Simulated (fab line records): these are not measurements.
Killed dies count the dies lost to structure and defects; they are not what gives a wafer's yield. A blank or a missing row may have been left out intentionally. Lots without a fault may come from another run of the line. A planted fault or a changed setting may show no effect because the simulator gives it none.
Which tool was responsible? ; flow sky130 ; 36 wafers from 12 lots sampled at 3 of the route's 708 steps

== WHAT THE GAUGES SHOWED, per wafer ==
SKY_VT_ADJUST_LVTN_OVL_MEAS_18. Usual: VT_ADJUST_LVTN_01_OVL -0.3 nm, standard deviation 1.4.
lot;measured;on;VT_ADJUST_LVTN_01_OVL (nm);flag
L380;day 8 05:50;overlay-02;1.2 -0.6 -1.5;
L382;day 8 18:11;overlay-01;1.7 1.2 0.9;
L383;day 9 01:36;overlay-02;-0.1 -0.7 -1.2;
L391;day 11 07:16;overlay-01;-1.1 0.6 0.1;
L392;day 11 18:33;overlay-02;-0.6 0.1 -0.7;
L393;day 12 02:46;overlay-01;-3.2 -1.9 -1.2;
L394;day 12 08:13;overlay-02;-0.5 -0.2 -0.8;
L396;day 13 02:00;overlay-02;-0.4 1.3 0.3;
L397;day 13 08:07;overlay-01;1.3 2.3 1.9;
L399;day 13 18:34;overlay-01;-1.7 -1.1 -1.6;
L400;day 14 00:06;overlay-01;-0.1 1.4 -1.0;
L401;day 14 06:05;overlay-02;-1.0 -1.4 -0.9;

SKY_SONOS_ONO_THK_MEAS_01. Usual: SONOS_ONO_OXIDATION_THK 2.60 nm, standard deviation 0.057.
lot;measured;on;SONOS_ONO_OXIDATION_THK (nm);flag
L380;day 12 05:55;film_metro-02;2.57 2.62 2.66;
L382;day 12 16:08;film_metro-01;2.53 2.65 2.60;
L383;day 13 03:15;film_metro-02;2.53 2.53 2.51;
L391;day 15 18:22;film_metro-04;2.56 2.52 2.53;
L392;day 16 06:50;film_metro-01;2.53 2.60 2.62;
L393;day 16 17:41;film_metro-04;2.55 2.54 2.50;
L394;day 17 00:43;film_metro-01;2.66 2.65 2.64;
L396;day 17 19:02;film_metro-04;2.58 2.56 2.65;
L397;day 18 02:17;film_metro-04;2.62 2.67 2.64;
L399;day 18 18:25;film_metro-04;2.71 2.69 2.68;
L400;day 18 22:26;film_metro-01;2.68 2.73 2.62;
L401;day 19 03:37;film_metro-02;2.61 2.59 2.70;

== TOOL THAT RAN EACH LOT (tool first, then ch and the chambers of the sampled wafers, then the start) ==
lot;SKY_VT_ADJUST_PCH_STRIP_09
L380;plasma_asher-03 ch 0,1, day 11 00:46
L382;plasma_asher-04 ch 0,1, day 11 12:58
L383;plasma_asher-01 ch 0,1, day 11 23:05
L391;plasma_asher-01 ch 0,1, day 14 13:31
L392;plasma_asher-03 ch 1, day 15 00:17
L393;plasma_asher-04 ch 0,1, day 15 09:25
L394;plasma_asher-03 ch 0,1, day 15 16:44
L396;plasma_asher-01 ch 0,1, day 16 11:40
L397;plasma_asher-03 ch 0,1, day 16 18:35
L399;plasma_asher-01 ch 1, day 17 07:38
L400;plasma_asher-04 ch 0,1, day 17 11:58
L401;plasma_asher-01 ch 0,1, day 17 19:19
- SKY_VT_ADJUST_PCH_STRIP_09: strips in O2/N2.

== AS READ BY THE TOOLS THEMSELVES (means over the sampled wafers that have a number; for cases with no such wafer, the mark the record gives instead) ==
SKY_VT_ADJUST_PCH_STRIP_09. Usual: drypump_motor_current_A 5.7 A, standard deviation 0.43; oes_product_au 0.723 a.u., standard deviation 0.0047; strip_time_to_endpoint_s 36.89 s, standard deviation 0.092.
lot;tool;drypump_motor_current_A (A);oes_product_au (a.u.);strip_time_to_endpoint_s (s);flag
L380;plasma_asher-03;5.2;0.720;36.74;
L382;plasma_asher-04;6.2;0.718;36.96;
L383;plasma_asher-01;6.0;0.725;36.95;
L391;plasma_asher-01;6.0;0.721;36.89;
L392;plasma_asher-03;5.3;0.718;36.89;
L393;plasma_asher-04;6.2;0.725;36.98;
L394;plasma_asher-03;5.3;0.717;36.93;
L396;plasma_asher-01;6.0;0.726;36.88;
L397;plasma_asher-03;5.3;0.724;36.84;
L399;plasma_asher-01;5.7;0.721;37.05;
L400;plasma_asher-04;5.9;0.726;36.96;
L401;plasma_asher-01;5.8;0.722;36.94;

== THE ANSWER, worked out from the rows above alone ==
Rule: a lot is off if the mean of its wafers that have a number lies more than 3 standard deviations from the usual mean. A lot without any number at a reading at which 4 lots or more have one is off too. All remaining lots with rows at the step are treated as sound. Order of review: gauges by route order, followed by the tools' own readings, for which a lot's mean as printed above is used. At the first step where some lot is off, the reading lying furthest off is the one used; lots without a number count as furthest.
Nothing can be told from this: no lot is off at any reading shown.

== WHAT THE SIMULATOR HAD PUT IN ==
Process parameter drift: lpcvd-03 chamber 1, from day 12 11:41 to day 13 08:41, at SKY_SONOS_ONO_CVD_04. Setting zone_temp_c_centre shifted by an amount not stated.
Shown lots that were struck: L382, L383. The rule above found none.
